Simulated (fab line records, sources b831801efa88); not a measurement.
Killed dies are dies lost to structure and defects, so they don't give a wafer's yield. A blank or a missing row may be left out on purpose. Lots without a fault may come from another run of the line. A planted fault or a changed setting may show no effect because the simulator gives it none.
Problem report in the 8D (eight disciplines) form, filled by code | flow sky130 | the parts of the form that need people (team, actions taken, sign-off) are left out

1. THE PROBLEM
CAP2M_OVL at SKY_CAP2M_OVL_MEAS_12 reads a mean of 141.7 nm on 6 wafers of 2 lots; wafers without a fault read 0.6 nm with a standard deviation of 1.3. That is +99 or more standard deviations from the usual mean.
First seen on wafer L810.1, day 47 12:41, on overlay-01. The record holds 36 wafers of 12 lots with a number at this step. Rule for "out", or "out of limits": more than 4 standard deviations from the usual mean. The other wafers with a number count as sound.

2. WHAT IT IS AND WHAT IT IS NOT
question                    | is                     | is not
which readings at this step | CAP2M_OVL              | -
which lots                  | L810, L811             | L788, L789, L794, L797, L798, L799, L800, L801, L802, L804
which wafers of those lots  | all that have a number | -
read on which gauges        | overlay-01, overlay-02 | -
when                        | from day 47 12:41      | up to then (30 sound wafers)

3. SUSPECTS, AND WHAT RULES EACH OUT
Counting: a tool at a process step up to the reading stays a suspect if it ran every lot that is out and no sound lot after the first of them.
- the gauge at SKY_CAP2M_OVL_MEAS_12: ruled out. The wafers that are out were read on 2 gauges (overlay-01, overlay-02).
- iline_stepper-01 at SKY_CAP2M_EXPOSE_09 (exposes mask CAP2M, target cd 1000 nm): kept. It ran every lot that is out, first L810 (day 47 02:43), and no sound lot after that; its last sound lot up to then is L804 (day 45 11:20).
Left after counting: iline_stepper-01 at SKY_CAP2M_EXPOSE_09.

4. THE CAUSE (what the simulator had put in)
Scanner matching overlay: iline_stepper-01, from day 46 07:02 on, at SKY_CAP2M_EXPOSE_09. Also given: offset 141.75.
Counting left only this tool.

5. THE CHAIN OF EFFECTS, in route order
Each row: a reading whose mean over the struck wafers that have a number lies more than 3 standard deviations from the usual. Only readings for which the record gives a usual standard deviation are gone through. hours: the time from each lot's start at the first step in this table that gives one to its start at this step, as a median over the lots. sigmas: the change in usual standard deviations.
hours | step                  | reading         | usual  | on struck wafers | change | sigmas
0     | SKY_CAP2M_OVL_MEAS_12 | CAP2M_OVL       | 0.6 nm | 141.7            | +141.1 | +99 or more
96    | SKY_PAD_OPEN_PROBE_99 | killed_at_other | 0.5    | 3.8              | +3.3   | +4.4
The process steps in it:
- SKY_PAD_OPEN_PROBE_99

6. WHAT WOULD HAVE CAUGHT IT SOONER
In this record the first reading out of limits at a measuring or inspecting step was taken at day 47 12:41, 30 hours after the fault began at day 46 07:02.
Of the tool readings at SKY_CAP2M_EXPOSE_09 for which the record gives a usual standard deviation, none was out on any struck wafer, so an alarm limit of 4 standard deviations on them would not have fired.
All the lots that are out (2) had begun SKY_CAP2M_EXPOSE_09 on iline_stepper-01 by day 47 12:41. A hold on the tool at that time would have spared none of them.
